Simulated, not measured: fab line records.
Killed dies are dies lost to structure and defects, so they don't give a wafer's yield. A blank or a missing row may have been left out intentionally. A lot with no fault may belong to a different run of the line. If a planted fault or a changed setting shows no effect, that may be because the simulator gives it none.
Chamber matching	flow gf180mcu	3 sister chambers for GF_V1_CVD_02 on pecvd-02
The step deposits SiO2 from TEOS, target thk 850 nm, time 94.851 s. 3 wafers are shown with their chamber, then 6 later ones without.

WAFERS WITH THEIR CHAMBER
wafer	chamber	heater power w (W)
L214.5	1	694
L222.1	2	657
L222.5	0	543

WAFERS WITH NO CHAMBER GIVEN
wafer	heater power w (W)
L223.1	629
L223.4	656
L223.5	705
L225.1	693
L225.4	553
L225.5	670

WHICH CHAMBER EACH ONE RAN IN
wafer	from the rows above	in truth
L223.1	2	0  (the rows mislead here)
L223.4	2	2
L223.5	1	1
L225.1	1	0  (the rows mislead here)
L225.4	0	0
L225.5	can't be placed: 2 or 1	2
Correct placement for 3 of the 6. Cannot be placed on the basis of these rows: 1; the candidates contain the true chamber in 1. Placed wrongly: 2.
How it was worked out, from the rows above alone: a wafer's distance from a chamber is the root of the sum, over the readings, of the square of ((its reading less the chamber's mean) divided by the reading's scatter). If the next closest chamber is less than 2 further off than the closest, the wafer can't be placed; otherwise it belongs to the closest. For every chamber, the mean is computed from those of its wafers that are shown. The scatter: with one shown wafer a chamber, the root of the mean of the squares of how far each hidden wafer lies from its nearest shown one.
